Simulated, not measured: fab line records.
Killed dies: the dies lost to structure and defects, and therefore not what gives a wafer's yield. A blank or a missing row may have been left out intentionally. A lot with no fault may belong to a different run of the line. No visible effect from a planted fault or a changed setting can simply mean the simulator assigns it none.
Which of the tools did it? / flow sfq line / 42 wafers from 14 lots sampled at 2 of the route's 325 steps

## WHAT EACH GAUGE READ, for each wafer
The record holds no reading of a measuring or inspecting step that can be judged against a usual standard deviation.

## EACH LOT AND THE TOOL THAT RAN IT (in order: tool; ch and the chambers of the sampled wafers; start)
lot=L561; SFQ_TRILAYER_I4_DEP_PECVD_099=pecvd-03 ch 0,1,2, day 45 22:52; SFQ_TRILAYER_I4_CMP_CMP_100=cmp-02 ch 0,1,3, day 46 00:27
lot=L563; SFQ_TRILAYER_I4_DEP_PECVD_099=pecvd-02 ch 1,2, day 46 04:37; SFQ_TRILAYER_I4_CMP_CMP_100=cmp-01 ch 0,1, day 46 04:42
lot=L565; SFQ_TRILAYER_I4_DEP_PECVD_099=pecvd-03 ch 0,1,2, day 46 12:25; SFQ_TRILAYER_I4_CMP_CMP_100=cmp-02 ch 0,1, day 46 18:53
lot=L568; SFQ_TRILAYER_I4_DEP_PECVD_099=pecvd-01 ch 0,2, day 47 05:59; SFQ_TRILAYER_I4_CMP_CMP_100=cmp-01 ch 0,2,3, day 47 09:08
lot=L569; SFQ_TRILAYER_I4_DEP_PECVD_099=pecvd-03 ch 0,2, day 48 15:46; SFQ_TRILAYER_I4_CMP_CMP_100=cmp-01 ch 0,1,2, day 48 22:11
lot=L571; SFQ_TRILAYER_I4_DEP_PECVD_099=pecvd-03 ch 0,1, day 49 04:31; SFQ_TRILAYER_I4_CMP_CMP_100=cmp-02 ch 0,1,2, day 49 05:56
lot=L572; SFQ_TRILAYER_I4_DEP_PECVD_099=pecvd-03 ch 0,1,2, day 49 15:27; SFQ_TRILAYER_I4_CMP_CMP_100=cmp-01 ch 0,1, day 49 16:02
lot=L573; SFQ_TRILAYER_I4_DEP_PECVD_099=pecvd-03 ch 1,2, day 49 22:29; SFQ_TRILAYER_I4_CMP_CMP_100=cmp-01 ch 1,2,3, day 49 22:34
lot=L574; SFQ_TRILAYER_I4_DEP_PECVD_099=pecvd-02 ch 0,1,2, day 50 01:04; SFQ_TRILAYER_I4_CMP_CMP_100=cmp-02 ch 0,2, day 50 01:38
lot=L575; SFQ_TRILAYER_I4_DEP_PECVD_099=pecvd-01 ch 0,1,2, day 50 10:54; SFQ_TRILAYER_I4_CMP_CMP_100=cmp-02 ch 0,1,2, day 50 11:28
lot=L576; SFQ_TRILAYER_I4_DEP_PECVD_099=pecvd-03 ch 0,1,2, day 50 15:04; SFQ_TRILAYER_I4_CMP_CMP_100=cmp-02 ch 0,2,3, day 50 15:09
lot=L579; SFQ_TRILAYER_I4_DEP_PECVD_099=pecvd-03 ch 0,1, day 51 11:53; SFQ_TRILAYER_I4_CMP_CMP_100=cmp-02 ch 0,1,3, day 51 11:57
lot=L580; SFQ_TRILAYER_I4_DEP_PECVD_099=pecvd-01 ch 1,2, day 51 20:20; SFQ_TRILAYER_I4_CMP_CMP_100=cmp-02 ch 1,2,3, day 51 21:25
lot=L583; SFQ_TRILAYER_I4_DEP_PECVD_099=pecvd-01 ch 0,2, day 52 22:44; SFQ_TRILAYER_I4_CMP_CMP_100=cmp-02 ch 0,3, day 53 00:29
- SFQ_TRILAYER_I4_DEP_PECVD_099: deposits SiO2 from SiH4/N2O, time 111.11 s, target thk 500 nm.
- SFQ_TRILAYER_I4_CMP_CMP_100: polishes SiO2.

## AS READ BY THE TOOLS THEMSELVES (means over the sampled wafers that have a number; for cases with no such wafer, the mark the record gives instead)
SFQ_TRILAYER_I4_DEP_PECVD_099.
lot=L561; tool=pecvd-03; chamber pressure Torr (Torr)=2.397; heater power w (W)=80; rf fwd power W (W)=182.8; throttle valve pct (%)=25.5
lot=L563; tool=pecvd-02; chamber pressure Torr (Torr)=2.399; heater power w (W)=86; rf fwd power W (W)=182.7; throttle valve pct (%)=26.6
lot=L565; tool=pecvd-03; chamber pressure Torr (Torr)=2.395; heater power w (W)=86; rf fwd power W (W)=182.5; throttle valve pct (%)=25.6
lot=L568; tool=pecvd-01; chamber pressure Torr (Torr)=2.396; heater power w (W)=92; rf fwd power W (W)=182.2; throttle valve pct (%)=23.7
lot=L569; tool=pecvd-03; chamber pressure Torr (Torr)=2.400; heater power w (W)=89; rf fwd power W (W)=182.7; throttle valve pct (%)=24.9
lot=L571; tool=pecvd-03; chamber pressure Torr (Torr)=2.398; heater power w (W)=80; rf fwd power W (W)=182.8; throttle valve pct (%)=26.4
lot=L572; tool=pecvd-03; chamber pressure Torr (Torr)=2.401; heater power w (W)=91; rf fwd power W (W)=182.5; throttle valve pct (%)=25.6
lot=L573; tool=pecvd-03; chamber pressure Torr (Torr)=2.405; heater power w (W)=91; rf fwd power W (W)=182.8; throttle valve pct (%)=25.9
lot=L574; tool=pecvd-02; chamber pressure Torr (Torr)=2.403; heater power w (W)=76; rf fwd power W (W)=182.5; throttle valve pct (%)=26.2
lot=L575; tool=pecvd-01; chamber pressure Torr (Torr)=2.399; heater power w (W)=88; rf fwd power W (W)=182.6; throttle valve pct (%)=23.8
lot=L576; tool=pecvd-03; chamber pressure Torr (Torr)=2.403; heater power w (W)=74; rf fwd power W (W)=211.7; throttle valve pct (%)=25.8
lot=L579; tool=pecvd-03; chamber pressure Torr (Torr)=2.404; heater power w (W)=77; rf fwd power W (W)=212.0; throttle valve pct (%)=26.4
lot=L580; tool=pecvd-01; chamber pressure Torr (Torr)=2.403; heater power w (W)=80; rf fwd power W (W)=182.7; throttle valve pct (%)=23.8
lot=L583; tool=pecvd-01; chamber pressure Torr (Torr)=2.400; heater power w (W)=88; rf fwd power W (W)=182.3; throttle valve pct (%)=24.0

SFQ_TRILAYER_I4_CMP_CMP_100.
lot=L561; tool=cmp-02; motor current A (A)=10.7; retaining ring pressure frac=1.003; slurry filter dp kPa (kPa)=13.46; time to endpoint s (s)=225
lot=L563; tool=cmp-01; motor current A (A)=10.8; retaining ring pressure frac=0.999; slurry filter dp kPa (kPa)=13.53; time to endpoint s (s)=229
lot=L565; tool=cmp-02; motor current A (A)=10.9; retaining ring pressure frac=1.002; slurry filter dp kPa (kPa)=13.47; time to endpoint s (s)=223
lot=L568; tool=cmp-01; motor current A (A)=10.5; retaining ring pressure frac=1.000; slurry filter dp kPa (kPa)=13.50; time to endpoint s (s)=226
lot=L569; tool=cmp-01; motor current A (A)=10.1; retaining ring pressure frac=1.003; slurry filter dp kPa (kPa)=13.49; time to endpoint s (s)=232
lot=L571; tool=cmp-02; motor current A (A)=10.7; retaining ring pressure frac=0.999; slurry filter dp kPa (kPa)=13.42; time to endpoint s (s)=233
lot=L572; tool=cmp-01; motor current A (A)=10.1; retaining ring pressure frac=1.000; slurry filter dp kPa (kPa)=13.43; time to endpoint s (s)=226
lot=L573; tool=cmp-01; motor current A (A)=10.4; retaining ring pressure frac=0.998; slurry filter dp kPa (kPa)=13.51; time to endpoint s (s)=219
lot=L574; tool=cmp-02; motor current A (A)=10.9; retaining ring pressure frac=1.000; slurry filter dp kPa (kPa)=13.41; time to endpoint s (s)=221
lot=L575; tool=cmp-02; motor current A (A)=10.5; retaining ring pressure frac=0.995; slurry filter dp kPa (kPa)=13.49; time to endpoint s (s)=212
lot=L576; tool=cmp-02; motor current A (A)=10.9; retaining ring pressure frac=1.002; slurry filter dp kPa (kPa)=13.43; time to endpoint s (s)=247
lot=L579; tool=cmp-02; motor current A (A)=10.7; retaining ring pressure frac=1.002; slurry filter dp kPa (kPa)=13.54; time to endpoint s (s)=252
lot=L580; tool=cmp-02; motor current A (A)=10.4; retaining ring pressure frac=0.999; slurry filter dp kPa (kPa)=13.48; time to endpoint s (s)=224
lot=L583; tool=cmp-02; motor current A (A)=10.9; retaining ring pressure frac=1.000; slurry filter dp kPa (kPa)=13.45; time to endpoint s (s)=218

## THE ANSWER, worked out from the rows above alone
Rule: the lots themselves supply what counts as usual. Put in order of their means at a reading, lots are off if they are a third of the lots or fewer, leave a main group of 4 or more, and stand apart from it by a gap of 3 or more times the standard deviation of the main group's means; of several such gaps the widest counts. If all means in a main group match to the digits the tables above print for the reading, that group is not used. Also off: a lot with no number at a reading for which 4 or more lots have one. The other lots that the step has rows for count as sound. The gauges are gone through in route order, then the tools' own readings, and for those a lot's mean is taken as printed above. At the first step where some lot is off, the reading lying furthest off is the one used; lots without a number count as furthest.
Off: L576, L579, at SFQ_TRILAYER_I4_DEP_PECVD_099 (rf fwd power W). Mean 182.6 W and standard deviation 0.19 in the main group.
A tool fits if, at that step or a process step before it, it ran every lot that is off, and no sound lot after the first of them. One candidate fits, namely pecvd-03 at SFQ_TRILAYER_I4_DEP_PECVD_099. A fault onset in the window from L573 (day 49 22:29, its last sound lot) to L576 (day 50 15:04, its first lot off) fits.
The tool's own readings at SFQ_TRILAYER_I4_DEP_PECVD_099 bear it out: on the lots that are off they differ by more than 5 times the standard deviation of the sound lots' means. rf fwd power W reads 211.8 W there against 182.6 W on the sound lots.

## WHAT THE SIMULATOR PUT IN
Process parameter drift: pecvd-03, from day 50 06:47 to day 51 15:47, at SFQ_TRILAYER_I4_DEP_PECVD_099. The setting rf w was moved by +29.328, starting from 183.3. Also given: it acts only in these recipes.
Shown lots that were struck: L576, L579. The same result came from the rule above.
